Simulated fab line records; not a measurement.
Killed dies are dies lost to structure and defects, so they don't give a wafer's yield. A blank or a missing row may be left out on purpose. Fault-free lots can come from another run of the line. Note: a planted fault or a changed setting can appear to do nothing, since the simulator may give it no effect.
A struck lot beside a sound one    flow sfq_line    42 out of 325 route steps
Sound: wafers L857.1, L857.4, L857.6. The struck wafers were L846.4, L846.5, L846.6. Last of all comes the cause.
Each step with rows lists, per side, the tool, then ch with its chambers, then its first start. Under that, the readings that differ: sound wafers    struck wafers    difference of the means    sigmas: that difference in standard deviations of wafers without a fault.
alike: words and numbers the same on both sides, and readings whose means are apart by under 2 such deviations; not compared: readings that were withheld, readings missing a value for some wafer, numbers with overlapping values and no deviation given by the record, and bounds like >300 which may hide the same value.
A row with sigmas, a row that says differs or no value, or rows on one side alone: a step with any of these is where the two part. Numbers that have no deviation but don't overlap get no sigmas and don't part them. Lack of a reading on every wafer of one side parts them only where that side has two or more wafers.

first, 3 steps without rows for these wafers: SFQ_TRILAYER_M5_LITHO_EXPOSE_124 (exposes mask M5, target cd 700 nm); SFQ_TRILAYER_M5_LITHO_PEB_126 (peb time 60 s); SFQ_TRILAYER_M5_LITHO_DEVELOP_125 (time 60 s).
SFQ_M5_OVL_MEAS_932:
  sound: overlay-02 at day 60 11:31; struck: overlay-01 at day 57 19:49
  alike: M5_OVL
then, 4 steps without rows for these wafers: SFQ_TRILAYER_M5_BARC_OPEN_METAL_ETCH_161 (etches BARC in O2, target depth 125 nm, time 41.7 s); SFQ_TRILAYER_M5_ETCH_METAL_ETCH_126 (etches Nb in Cl2/BCl3, stops on SiO2, time 203.2 s, target depth 265 nm); SFQ_TRILAYER_M5_STRIP_STRIP_127 (strips in O2); SFQ_TRILAYER_M5_STRIP_SOLV_CLEAN_128 (cleans in NMP, time 600 s).
SFQ_TRILAYER_A5B_DEP_PECVD_129: deposits SiO2 from SiH4/N2O, time 133.33 s, target thk 600 nm.
  sound on pecvd-04 ch 0,1,2, day 60 12:35; struck on pecvd-01 ch 0,1,2, day 57 20:55
  alike: heater_power_w, throttle_valve_pct
then, 1 step without rows for these wafers: SFQ_TRILAYER_A5B_CMP_CMP_130 (polishes, stops on Nb, target thk 340.7 nm).
SFQ_TRILAYER_A5B_METRO_MEASURE_131:
  sound: film_metro-01 at day 60 22:36; struck: film_metro-01 at day 58 01:22
  alike: thk_nm
then, 1 step without rows for these wafers: SFQ_TRILAYER_R5_DEP_SPUTTER_132 (material Ti, target thk 5 nm, time 5 s).
SFQ_TRILAYER_R5_DEP_SPUTTER_133: material MoNx, target thk 40 nm, time 66.7 s.
  sound: pvd_sputter-06 at day 60 23:49; struck: pvd_sputter-04 at day 58 01:59
reading                                                sound              struck             difference  sigmas
model.MoNx_of_TRILAYER_R5_DEP_SPUTTER_133.thk_nm (nm)  39.42 40.15 39.95  28.62 28.24 28.24  -11.47      
  alike: throttle_valve_pct
then, 1 step without rows for these wafers: SFQ_TRILAYER_R5_DEP_SPUTTER_134 (material Ti, target thk 5 nm, time 5 s).
SFQ_R5_RS_MEAS_933: the measuring method here is four-point-probe.
  sound: film_metro-02 at day 60 23:53; struck: film_metro-02 at day 58 02:24
reading              sound           struck          difference  sigmas
R5_MONX_RS (ohm/sq)  7.15 7.03 7.03  9.59 9.78 9.73  +2.63       +33
  not compared: hold
SFQ_R5_THK_MEAS_934: measures by xrf.
  sound: film_metro-02 at day 61 00:01; struck: film_metro-02 at day 58 08:20
reading           sound           struck          difference  sigmas
R5_MONX_THK (nm)  39.0 39.8 39.4  28.4 28.0 28.0  -11.3       -24
  not compared: hold
then, 5 steps without rows for these wafers: SFQ_TRILAYER_R5_LITHO_COAT_136 (resist thk 600 nm); SFQ_TRILAYER_R5_LITHO_SOFTBAKE_140; SFQ_TRILAYER_R5_LITHO_EXPOSE_137 (exposes mask R5, target cd 500 nm); SFQ_TRILAYER_R5_LITHO_PEB_139 (peb time 60 s); SFQ_TRILAYER_R5_LITHO_DEVELOP_138 (time 60 s).
-- the record jumps here: 5 days lie between the struck wafers' starts before and after --
SFQ_R5_OVL_MEAS_935:
  sound: overlay-02 at day 66 10:33; struck: overlay-01 at day 63 16:08
  alike: R5_OVL
SFQ_TRILAYER_R5_BARC_OPEN_METAL_ETCH_177: etches BARC in O2, target depth 125 nm, time 41.7 s.
  sound on rie_metal-04 ch 0,1, day 66 10:35; struck on rie_metal-04 ch 0,1, day 63 16:11
  alike: drypump_motor_current_A, oes_product_au
  not compared: rf_hours_counter_h
SFQ_TRILAYER_R5_ETCH_METAL_ETCH_139: etches the open film in Cl2, stops on SiO2, target depth 60 nm, time 40 s.
  sound on rie_metal-04 ch 0,1, day 66 10:38; struck on rie_metal-04 ch 0,1, day 63 16:14
  alike: drypump_motor_current_A, oes_product_au
  not compared: rf_hours_counter_h
then, 2 steps without rows for these wafers: SFQ_TRILAYER_R5_STRIP_STRIP_140 (strips in O2); SFQ_TRILAYER_R5_STRIP_SOLV_CLEAN_141 (cleans in NMP, time 600 s).
SFQ_TRILAYER_A5C_DEP_PECVD_142: deposits SiO2 from SiH4/N2O, time 15.556 s, target thk 70 nm.
  sound on pecvd-01 ch 0,2, day 66 11:28; struck on pecvd-01 ch 0,1,2, day 63 17:19
  alike: heater_power_w, throttle_valve_pct
then, 6 steps without rows for these wafers: SFQ_TRILAYER_I5_LITHO_COAT_149 (resist thk 62 nm); SFQ_TRILAYER_I5_LITHO_COAT_144 (resist thk 650 nm); SFQ_TRILAYER_I5_LITHO_SOFTBAKE_148; SFQ_TRILAYER_I5_LITHO_EXPOSE_145 (exposes mask I5, target cd 700 nm); SFQ_TRILAYER_I5_LITHO_PEB_147 (peb time 60 s); SFQ_TRILAYER_I5_LITHO_DEVELOP_146 (time 60 s).
-- the record jumps here: 5 days lie between the struck wafers' starts before and after --
SFQ_I5_OVL_MEAS_936:
  sound: overlay-01 at day 71 04:46; struck: overlay-01 at day 68 16:21
  alike: I5_OVL
then, 7 steps without rows for these wafers: SFQ_TRILAYER_I5_BARC_OPEN_VIA_ETCH_200 (etches BARC in O2, target depth 125 nm, time 41.7 s); SFQ_TRILAYER_I5_ETCH_VIA_ETCH_147 (etches the open film in CHF3, stops on Nb, target depth 360 nm); SFQ_TRILAYER_I5_STRIP_STRIP_148 (strips in O2); SFQ_TRILAYER_I5_STRIP_SOLV_CLEAN_149 (cleans in NMP, time 600 s); SFQ_TRILAYER_C5_LITHO_COAT_156 (resist thk 62 nm); SFQ_TRILAYER_C5_LITHO_COAT_151 (resist thk 650 nm); SFQ_TRILAYER_C5_LITHO_SOFTBAKE_155.
-- the record jumps here: 22 days lie between the struck wafers' starts before and after --
SFQ_M8_BOW_MEAS_951:
  sound: film_metro-03 at day 92 20:05; struck: film_metro-04 at day 90 21:21
reading                  sound              struck             difference  sigmas
model.etest.r5.ohm_um    14.15 13.93 14.02  19.69 19.98 19.97  +5.85       
model.etest.r5.ohm_sq    7.138 7.009 7.043  9.831 9.963 9.963  +2.856      
model.etest.c5.link_ohm  8.113 7.978 8.015  10.79 10.92 10.91  +2.84       
  alike: M8_BOW

## WHERE THEY PART
Last at SFQ_R5_THK_MEAS_934 as far as this record goes, first at SFQ_R5_RS_MEAS_933. Later steps at which nothing parts them and some readings are alike: SFQ_R5_OVL_MEAS_935, SFQ_TRILAYER_R5_BARC_OPEN_METAL_ETCH_177, SFQ_TRILAYER_R5_ETCH_METAL_ETCH_139, SFQ_TRILAYER_A5C_DEP_PECVD_142, SFQ_I5_OVL_MEAS_936, SFQ_M8_BOW_MEAS_951.

WHY: what the simulator had put in
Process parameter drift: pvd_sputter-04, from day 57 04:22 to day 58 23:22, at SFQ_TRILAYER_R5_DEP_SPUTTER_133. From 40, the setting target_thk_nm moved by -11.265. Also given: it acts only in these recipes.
